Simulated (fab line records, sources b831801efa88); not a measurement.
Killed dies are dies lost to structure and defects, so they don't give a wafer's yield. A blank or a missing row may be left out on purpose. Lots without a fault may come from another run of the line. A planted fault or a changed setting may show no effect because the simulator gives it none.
One fault seen from 2 desks | flow gf180mcu | each desk has only its own numbers; what lay behind them comes last

THE TOOL OWNER'S DESK: plasma_asher-01
The tool's own readings at GF_DNWELL_STRIP_08 (strips in O2/N2): means of the sampled wafers that have a number, for each lot that ran on this tool. A lot is out of limits, marked OUT, if its mean lies more than 4 standard deviations from the usual mean; the brackets give that distance.
Columns: A = drypump_motor_current_A at GF_DNWELL_STRIP_08, usual 5.9 A; B = heater_power_w at GF_DNWELL_STRIP_08, usual 330 W; C = n2_flow_sccm at GF_DNWELL_STRIP_08, usual 300.0 sccm; D = oes_product_au at GF_DNWELL_STRIP_08, usual 0.722 a.u.; E = platen_temp_c at GF_DNWELL_STRIP_08, usual 250.02 C; F = strip_time_to_endpoint_s at GF_DNWELL_STRIP_08, usual 36.95 s
lot  | first seen here | A   | B   | C     | D               | E                | F
L980 | day 3 00:32     | 6.3 | 292 | 300.6 | 0.722           | 250.05           | 36.95
L991 | day 5 11:46     | 5.8 | 375 | 299.3 | 0.721           | 250.16           | 36.91
L994 | day 6 03:08     | 6.1 | 336 | 300.3 | 0.720           | 249.80           | 37.04
L996 | day 6 11:47     | 6.1 | 316 | 300.9 | 0.656 (-14) OUT | 242.00 (-42) OUT | 42.85 (+69) OUT
L998 | day 7 01:01     | 6.0 | 312 | 299.8 | 0.656 (-14) OUT | 241.97 (-42) OUT | 43.08 (+72) OUT
This desk's finding: out of limits on L996, L998; first on L996, day 6 11:47 (oes_product_au at GF_DNWELL_STRIP_08). In limits: L980, L991, L994.

THE METROLOGY DESK
What the gauges read, lot by lot, whatever tool the lot ran on: means of the sampled wafers that have a number. A lot is out of limits, marked OUT, if its mean lies more than 4 standard deviations from the usual mean; the brackets give that distance.
Columns: A = POLY_GATE_OVL at GF_POLY_GATE_OVL_MEAS_11, usual -2 nm
lot  | first seen here | A
L980 | day 9 18:11     | -7
L981 | day 9 22:41     | -7
L982 | day 10 08:41    | -8
L983 | day 10 11:39    | -7
L984 | day 10 18:32    | 2
L985 | day 10 22:02    | 2
L986 | day 11 03:14    | -8
L991 | day 12 17:50    | -4
L992 | day 13 02:44    | -7
L994 | day 13 14:20    | 4
L996 | day 14 05:04    | -2
L998 | day 14 23:14    | 4
This desk's finding: nothing out of limits on any of the 12 lots.

PUT TOGETHER
The tool owner's desk could have raised an alarm at day 6 11:47, on L996, L998.
The metrology desk saw nothing out of limits.
The metrology desk has L996, L998 on record, within its limits.
Of the lots named, all ran GF_DNWELL_STRIP_08 on plasma_asher-01.

WHAT THE SIMULATOR HAD PUT IN
Process parameter drift: plasma_asher-01, from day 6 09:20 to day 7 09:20, at GF_DNWELL_STRIP_08. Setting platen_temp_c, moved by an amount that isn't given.
Lots struck among those shown: L996, L998.
Hours from the fault's start to each desk's first reading out of limits: the tool owner's desk, 2.
